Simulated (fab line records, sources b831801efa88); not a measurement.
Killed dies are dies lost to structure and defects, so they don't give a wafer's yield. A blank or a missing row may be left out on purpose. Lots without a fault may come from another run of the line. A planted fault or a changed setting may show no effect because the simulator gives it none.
Which tool did it? | flow gf180mcu | 13 lots, 39 wafers sampled, at 6 steps of a route of 602

WHAT THE GAUGES READ, wafer by wafer
GF_V5_THK_MEAS_01. Usual: V5_CVD_00_THK 299 nm, standard deviation 4.3.
lot  | measured     | on            | V5_CVD_00_THK (nm) | flag
L220 | day 26 15:15 | film_metro-04 | 296 296 288        |
L221 | day 27 02:37 | film_metro-02 | 299 294 297        |
L222 | day 27 08:49 | film_metro-04 | 297 295 298        |
L223 | day 27 16:31 | film_metro-03 | 302 292 294        |
L225 | day 28 07:56 | film_metro-04 | 298 306 306        |
L227 | day 29 00:07 | film_metro-03 | 299 301 303        |
L228 | day 29 04:35 | film_metro-03 | 300 299 301        |
L237 | day 31 17:44 | film_metro-03 | 297 305 296        |
L238 | day 31 21:19 | film_metro-03 | 290 302 294        |
L239 | day 32 01:01 | film_metro-02 | 303 303 305        |
L240 | day 32 13:56 | film_metro-04 | 295 294 293        |
L241 | day 32 17:44 | film_metro-02 | 307 302 301        |
L242 | day 32 20:47 | film_metro-02 | 298 294 293        |

GF_V5_OVL_MEAS_15. Usual: V5_OVL 3 nm, standard deviation 4.8.
lot  | measured     | on         | V5_OVL (nm) | flag
L220 | day 27 11:22 | overlay-01 | 7 12 4      |
L221 | day 27 23:10 | overlay-01 | -4 -1 6     |
L222 | day 28 05:31 | overlay-01 | 1 1 7       |
L223 | day 28 12:37 | overlay-02 | -2 0 1      |
L225 | day 29 03:43 | overlay-01 | 6 7 -2      |
L227 | day 29 19:49 | overlay-01 | 4 4 0       |
L228 | day 30 00:04 | overlay-01 | 1 6 1       |
L237 | day 32 11:31 | overlay-01 | 2 3 0       |
L238 | day 32 14:26 | overlay-01 | 10 -4 3     |
L239 | day 32 18:16 | overlay-01 | 0 9 1       |
L240 | day 33 07:19 | overlay-01 | 7 3 1       |
L241 | day 33 09:43 | overlay-01 | 3 -3 6      |
L242 | day 33 13:22 | overlay-02 | 7 13 6      |

GF_V5_THK_MEAS_25: measures by xrf. Usual: V5_W_THK 360 nm, standard deviation 6.4.
lot  | measured     | on            | V5_W_THK (nm) | flag
L220 | day 27 12:26 | film_metro-03 | 370 351 367   |
L221 | day 28 00:34 | film_metro-03 | 359 354 351   |
L222 | day 28 06:35 | film_metro-03 | 363 352 360   |
L223 | day 28 13:42 | film_metro-04 | 363 354 362   |
L225 | day 29 04:50 | film_metro-04 | 367 363 372   |
L227 | day 29 20:55 | film_metro-03 | 357 354 362   |
L228 | day 30 01:08 | film_metro-04 | 367 359 367   |
L237 | day 32 12:35 | film_metro-03 | 367 353 365   |
L238 | day 32 15:54 | film_metro-02 | 361 358 367   |
L239 | day 32 19:20 | film_metro-03 | 364 348 352   |
L240 | day 33 08:43 | film_metro-03 | 357 352 351   |
L241 | day 33 11:10 | film_metro-04 | 352 364 351   |
L242 | day 33 14:25 | film_metro-04 | 361 354 363   |

GF_TOP_METAL_RS_MEAS_05: measures by four-point-probe. Usual: TOP_METAL_ALCU_RS 0.0331 ohm/sq, standard deviation 0.00043.
lot  | measured     | on            | TOP_METAL_ALCU_RS (ohm/sq) | flag
L220 | day 27 13:01 | film_metro-01 | 0.0333 0.0328 0.0332       |
L221 | day 28 01:09 | film_metro-01 | 0.0339 0.0333 0.0339       |
L222 | day 28 07:10 | film_metro-02 | 0.0337 0.0327 0.0328       |
L223 | day 28 14:22 | film_metro-01 | 0.0333 0.0332 0.0331       |
L225 | day 29 05:26 | film_metro-01 | 0.0334 0.0329 0.0326       |
L227 | day 29 21:29 | film_metro-02 | 0.0326 0.0264 0.0326       | OFF
L228 | day 30 01:43 | film_metro-03 | 0.0333 0.0328 0.0336       |
L237 | day 32 13:10 | film_metro-02 | 0.0327 0.0330 0.0329       |
L238 | day 32 16:29 | film_metro-01 | 0.0336 0.0334 0.0340       |
L239 | day 32 19:55 | film_metro-02 | 0.0328 0.0322 0.0326       |
L240 | day 33 09:19 | film_metro-03 | 0.0334 0.0323 0.0327       |
L241 | day 33 11:46 | film_metro-02 | 0.0332 0.0332 0.0327       |
L242 | day 33 15:00 | film_metro-03 | 0.0334 0.0338 0.0336       |

GF_TOP_METAL_THK_MEAS_06: measures by xrf. Usual: TOP_METAL_ALCU_THK 879 nm, standard deviation 13.
lot  | measured     | on            | TOP_METAL_ALCU_THK (nm) | flag
L220 | day 27 13:08 | film_metro-01 | 871 884 875             |
L221 | day 28 01:16 | film_metro-01 | 856 874 861             |
L222 | day 28 07:17 | film_metro-02 | 863 890 892             |
L223 | day 28 14:29 | film_metro-01 | 876 879 876             |
L225 | day 29 05:33 | film_metro-01 | 860 875 884             |
L227 | day 29 21:37 | film_metro-02 | 894 1099 891            | OFF
L228 | day 30 01:50 | film_metro-03 | 872 885 868             |
L237 | day 32 13:17 | film_metro-02 | 895 888 892             |
L238 | day 32 16:36 | film_metro-01 | 854 868 850             |
L239 | day 32 20:02 | film_metro-02 | 894 911 899             |
L240 | day 33 09:25 | film_metro-03 | 872 897 891             |
L241 | day 33 11:52 | film_metro-02 | 887 890 900             |
L242 | day 33 15:07 | film_metro-03 | 875 864 874             |

WHICH TOOL RAN EACH LOT (tool, then ch and the chambers of the sampled wafers, then the start)
lot  | GF_TOP_METAL_SPUTTER_02
L220 | pvd_sputter-01, day 27 12:55
L221 | pvd_sputter-03, day 28 01:04
L222 | pvd_sputter-01, day 28 07:04
L223 | pvd_sputter-01, day 28 14:17
L225 | pvd_sputter-03, day 29 05:20
L227 | pvd_sputter-03, day 29 21:24
L228 | pvd_sputter-04, day 30 01:37
L237 | pvd_sputter-01, day 32 13:04
L238 | pvd_sputter-01, day 32 16:23
L239 | pvd_sputter-04, day 32 19:49
L240 | pvd_sputter-03, day 33 09:12
L241 | pvd_sputter-01, day 33 11:38
L242 | pvd_sputter-04, day 33 14:55
- GF_TOP_METAL_SPUTTER_02: material AlCu, target thk 900 nm, time 47.19 s.

WHAT THE TOOLS THEMSELVES READ (means of the sampled wafers that have a number; where no wafer has one, the mark that the record gives instead)
GF_TOP_METAL_SPUTTER_02. Usual: throttle_valve_pct 29.7 %, standard deviation 0.85.
lot  | tool           | throttle_valve_pct (%) | flag
L220 | pvd_sputter-01 | 29.4                   |
L221 | pvd_sputter-03 | 30.4                   |
L222 | pvd_sputter-01 | 29.5                   |
L223 | pvd_sputter-01 | 28.9                   |
L225 | pvd_sputter-03 | 30.5                   |
L227 | pvd_sputter-03 | 29.8                   |
L228 | pvd_sputter-04 | 29.3                   |
L237 | pvd_sputter-01 | 29.3                   |
L238 | pvd_sputter-01 | 29.8                   |
L239 | pvd_sputter-04 | 28.8                   |
L240 | pvd_sputter-03 | 30.0                   |
L241 | pvd_sputter-01 | 29.7                   |
L242 | pvd_sputter-04 | 28.3                   |

THE ANSWER, worked out from the rows above alone
Rule: a lot is off if the mean of its wafers that have a number lies more than 3 standard deviations from the usual mean. A lot without any number at a reading at which 4 lots or more have one is off too. The other lots that the step has rows for count as sound. The gauges are gone through in route order, then the tools' own readings, and for those a lot's mean is taken as printed above. The first step at which some lot is off is used, and at that step the reading that is off furthest; a lot without a number counts as furthest.
Off: L227, at GF_TOP_METAL_RS_MEAS_05 (TOP_METAL_ALCU_RS).
A tool fits if, at a process step before that reading, it ran every lot that is off, and no sound lot after the first of them. The gauges at GF_TOP_METAL_RS_MEAS_05 are tried like those tools. None of those tried fits.

WHAT THE SIMULATOR HAD PUT IN
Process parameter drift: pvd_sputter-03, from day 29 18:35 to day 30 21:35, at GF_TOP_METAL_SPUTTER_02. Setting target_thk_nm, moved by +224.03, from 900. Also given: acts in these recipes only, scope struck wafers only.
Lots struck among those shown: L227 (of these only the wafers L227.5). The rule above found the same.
